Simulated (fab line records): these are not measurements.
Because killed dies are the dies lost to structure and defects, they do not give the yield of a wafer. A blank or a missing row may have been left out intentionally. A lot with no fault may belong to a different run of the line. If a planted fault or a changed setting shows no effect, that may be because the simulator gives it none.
What tool caused it? ; flow gf180mcu ; Sampling: 11 lots, 33 wafers, 4 of 602 route steps

WHAT THE GAUGES SHOWED, per wafer
GF_V1_THK_MEAS_03.
lot;measured;on;V1_CVD_02_THK (nm)
L424;day 17 02:41;film metro-04;834 850 848
L425;day 17 07:10;film metro-02;845 850 856
L427;day 18 10:02;film metro-03;850 835 846
L428;day 18 15:01;film metro-02;835 841 837
L429;day 19 00:27;film metro-04;858 870 861
L431;day 19 16:34;film metro-03;854 402 862 854 402 862
L441;day 23 08:18;film metro-03;852 828 847
L443;day 23 23:04;film metro-03;838 828 853
L444;day 24 14:42;film metro-03;829 840 850
L446;day 24 22:17;film metro-04;818 832 844
L447;day 25 02:15;film metro-03;847 842 853

WHICH TOOL RAN EACH LOT (tool, then ch and the chambers of the sampled wafers, then the start)
lot;GF_M1_SPUTTER_00;GF_M1_SPUTTER_01;GF_V1_CVD_02
L424;pvd sputter-04, day 16 03:10;pvd sputter-04, day 16 03:16;pecvd-03 ch 0,2, day 17 02:36
L425;pvd sputter-04, day 16 07:44;pvd sputter-04, day 16 07:50;pecvd-01 ch 1,2, day 17 07:05
L427;pvd sputter-01, day 17 09:14;pvd sputter-01, day 17 09:20;pecvd-03 ch 0,1,2, day 18 09:58
L428;pvd sputter-01, day 17 14:02;pvd sputter-01, day 17 14:08;pecvd-03 ch 0,1,2, day 18 14:57
L429;pvd sputter-02, day 17 23:50;pvd sputter-02, day 17 23:56;pecvd-03 ch 0,2, day 19 00:22
L431;pvd sputter-02, day 18 14:57;pvd sputter-02, day 18 15:03;pecvd-03 ch 0,1,2, day 19 16:30
L441;pvd sputter-04, day 22 07:44;pvd sputter-04, day 22 07:50;pecvd-03 ch 1,2, day 23 08:14
L443;pvd sputter-04, day 22 22:50;pvd sputter-04, day 22 22:56;pecvd-03 ch 0,1,2, day 23 23:00
L444;pvd sputter-02, day 23 14:44;pvd sputter-02, day 23 14:50;pecvd-03 ch 0,1,2, day 24 14:37
L446;pvd sputter-02, day 23 23:20;pvd sputter-02, day 23 23:26;pecvd-03 ch 0,1, day 24 22:13
L447;pvd sputter-02, day 24 03:02;pvd sputter-02, day 24 03:08;pecvd-01 ch 0,2, day 25 02:10
- GF_M1_SPUTTER_00: material Ti, target thk 37.5 nm, time 150 s.
- GF_M1_SPUTTER_01: material TiN, target thk 30 nm, time 25 s.
- GF_V1_CVD_02: deposits SiO2 from TEOS, target thk 850 nm, time 94.851 s.

THE ANSWER, worked out from the rows above alone
Rule: usual is defined by the lots themselves. Put in order of their means at a reading, lots are off if they are a third of the lots or fewer, leave a main group of 4 or more, and stand apart from it by a gap of 3 or more times the standard deviation of the main group's means; of several such gaps the widest counts. If all means in a main group match to the digits the tables above print for the reading, that group is not used. Also off: a lot with no number at a reading for which 4 or more lots have one. All remaining lots with rows at the step are treated as sound.
Off: L431, at GF_V1_THK_MEAS_03 (V1_CVD_02_THK). The main group: mean 844 nm, standard deviation 8.1.
If a tool, at a process step before that reading, ran all the lots that are off and no sound lot after the first of them, it fits. The gauges at GF_V1_THK_MEAS_03 are tried like those tools. None of those tried fits.

WHAT THE SIMULATOR PUT IN
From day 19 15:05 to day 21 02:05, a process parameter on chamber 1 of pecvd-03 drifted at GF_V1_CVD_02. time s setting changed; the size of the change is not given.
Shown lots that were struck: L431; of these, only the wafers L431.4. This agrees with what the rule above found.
